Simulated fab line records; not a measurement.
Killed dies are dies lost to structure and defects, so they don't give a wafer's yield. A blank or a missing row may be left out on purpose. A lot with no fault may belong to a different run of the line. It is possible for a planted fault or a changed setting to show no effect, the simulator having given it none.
Which tool was responsible?	flow sky130	12 lots, 36 wafers sampled, at 3 steps of a route of 708

== WHAT THE GAUGES SHOWED, per wafer ==
SKY_SD_P_TW_MEAS_11. Usual: SD_P_TW gives 2832 (standard deviation 13).
lot	measured	on	SD_P_TW	flag
L621	day 26 06:49	film_metro-02	2829 2814 2827	
L623	day 26 21:14	film_metro-04	2808 2828 2827	
L624	day 27 07:07	film_metro-02	2796 2806 2810	
L625	day 27 21:28	film_metro-03	2830 2831 2830	
L628	day 28 23:46	film_metro-04	2842 2844 2853	
L629	day 29 09:55	film_metro-04	2828 2812 2824	
L631	day 30 02:58	film_metro-02	2835 2837 2836	
L632	day 30 05:25	film_metro-03	2852 2848 2838	
L633	day 30 15:11	film_metro-02	2848 2847 2827	
L634	day 31 05:26	film_metro-04	2842 2832 2837	
L638	day 32 07:55	film_metro-03	2830 2843 2843	
L642	day 33 21:54	film_metro-04	2857 2855 2855	

SKY_SD_N_OVL_MEAS_08. Usual: SD_N_OVL gives 0.7 nm (standard deviation 1.3).
lot	measured	on	SD_N_OVL (nm)	flag
L621	day 28 17:23	overlay-02	1.8 2.7 2.8	
L623	day 29 07:08	overlay-02	2.0 1.8 1.0	
L624	day 29 16:23	overlay-02	1.2 1.7 0.3	
L625	day 30 07:26	overlay-02	2.2 1.5 3.0	
L628	day 31 08:20	overlay-01	1.6 -0.5 2.1	
L629	day 31 18:14	overlay-01	1.4 0.5 0.2	
L631	day 32 09:50	overlay-01	2.5 0.3 1.6	
L632	day 32 12:41	overlay-01	-0.6 1.3 1.7	
L633	day 32 23:20	overlay-01	0.3 0.5 1.7	
L634	day 33 11:50	overlay-01	-1.8 0.4 -1.6	
L638	day 34 13:53	overlay-02	2.5 0.9 2.1	
L642	day 36 03:25	overlay-01	-1.0 -0.8 -0.3	

== EACH LOT AND THE TOOL THAT RAN IT (in order: tool; ch and the chambers of the sampled wafers; start) ==
lot	SKY_RES_XHIGH_STRIP_08
L621	plasma_asher-03 ch 1, day 27 12:25
L623	plasma_asher-02 ch 0,1, day 28 02:16
L624	plasma_asher-03 ch 0,1, day 28 11:55
L625	plasma_asher-03 ch 0,1, day 29 02:58
L628	plasma_asher-03 ch 0,1, day 30 04:25
L629	plasma_asher-04 ch 0,1, day 30 14:13
L631	plasma_asher-04 ch 0,1, day 31 06:28
L632	plasma_asher-03 ch 0,1, day 31 09:16
L633	plasma_asher-02 ch 0,1, day 31 19:01
L634	plasma_asher-03 ch 0,1, day 32 08:55
L638	plasma_asher-02 ch 1, day 33 11:31
L642	plasma_asher-04 ch 0,1, day 35 00:17
- SKY_RES_XHIGH_STRIP_08: strips in O2/N2.

== WHAT THE TOOLS THEMSELVES READ (means of the sampled wafers that have a number; where no wafer has one, the mark that the record gives instead) ==
SKY_RES_XHIGH_STRIP_08. Usual: drypump_motor_current_A 5.22 A, standard deviation 0.16; oes_product_au 0.711 a.u., standard deviation 0.0045; strip_time_to_endpoint_s 14.25 s, standard deviation 0.042.
lot	tool	drypump_motor_current_A (A)	oes_product_au (a.u.)	strip_time_to_endpoint_s (s)	flag
L621	plasma_asher-03	5.20	0.709	14.24	
L623	plasma_asher-02	5.29	0.711	14.29	
L624	plasma_asher-03	5.26	0.709	14.29	
L625	plasma_asher-03	5.32	0.713	14.27	
L628	plasma_asher-03	5.24	0.715	14.21	
L629	plasma_asher-04	5.09	0.714	14.29	
L631	plasma_asher-04	5.02	0.710	14.22	
L632	plasma_asher-03	5.26	0.711	14.23	
L633	plasma_asher-02	5.31	0.709	14.30	
L634	plasma_asher-03	5.26	0.710	14.28	
L638	plasma_asher-02	5.41	0.709	14.23	
L642	plasma_asher-04	5.01	0.713	14.20	

== THE ANSWER, worked out from the rows above alone ==
Rule: a lot is off if the mean of its wafers that have a number lies more than 3 standard deviations from the usual mean. Also off: a lot with no number at a reading for which 4 or more lots have one. Any other lot the step has rows for is counted as sound. After the gauges, taken in route order, come the tools' own readings; for these a lot's mean is taken, as printed above. At the first step where some lot is off, the reading lying furthest off is the one used; lots without a number count as furthest.
No lot is off at any reading shown: from this, nothing can be told.

== WHAT THE SIMULATOR HAD PUT IN ==
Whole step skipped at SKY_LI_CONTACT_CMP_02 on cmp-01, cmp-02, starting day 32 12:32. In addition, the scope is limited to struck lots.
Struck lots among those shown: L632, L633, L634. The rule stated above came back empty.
